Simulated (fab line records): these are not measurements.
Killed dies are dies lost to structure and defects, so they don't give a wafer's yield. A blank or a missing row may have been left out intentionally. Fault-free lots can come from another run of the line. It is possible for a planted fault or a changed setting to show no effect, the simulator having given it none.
Matching of chambers ; flow sky130 ; SKY_PASSIVATION_CVD_02 on pecvd-02: 3 sister chambers
The step deposits Si3N4, target thk 540 nm. 16 wafers are shown with their chamber, then 8 later ones without.

WAFERS PAIRED WITH THEIR CHAMBERS
wafer;chamber;heater power w (W);rf fwd power W (W)
L078.4;1;679;449.3
L078.5;2;653;447.7
L078.6;0;538;449.4
L079.1;0;548;451.3
L079.2;2;671;448.1
L079.6;2;554;447.5
L081.1;1;700;451.4
L081.2;0;527;447.8
L081.4;2;667;450.0
L089.1;2;560;448.4
L089.5;0;520;449.0
L089.6;2;593;447.8
L090.1;2;657;449.6
L090.2;1;672;446.9
L090.4;2;662;448.5
L093.3;1;601;445.4

SIGNATURES (means of the wafers above)
reading;chamber 0;chamber 1;chamber 2;scatter within a chamber
heater power w;533.25;663.00;627.12;42.3
rf fwd power W;449.375;448.250;448.450;1.59
Rule: a wafer's distance from a chamber is the root of the sum, over the readings, of the square of ((its reading less the chamber's mean) divided by the reading's scatter). The wafer belongs to the nearest chamber; if the next one is less than 2 further off, it can't be placed. The scatter is the square root of a quotient: the sum, over the shown wafers, of each reading's squared deviation from its chamber's mean, divided by wafers minus chambers.

WAFERS WITHOUT THEIR CHAMBER
wafer;heater power w (W);rf fwd power W (W)
L093.4;425;449.0
L093.5;647;447.1
L094.1;672;448.7
L094.2;604;449.3
L094.3;480;449.0
L097.3;678;449.7
L097.4;520;448.3
L097.6;712;449.3

CHAMBER TAKEN BY EACH
wafer;from the rows above;in truth
L093.4;0;0
L093.5;can't be placed: 1 or 2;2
L094.1;can't be placed: 1 or 2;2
L094.2;can't be placed: 2 or 1 or 0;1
L094.3;0;0
L097.3;can't be placed: 1 or 2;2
L097.4;can't be placed: 0 or 2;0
L097.6;can't be placed: 1 or 2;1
Placed correctly: 2 of 8. Not placeable from these rows: 6 (in 6, the candidates include the true chamber). Wrongly placed: 0.
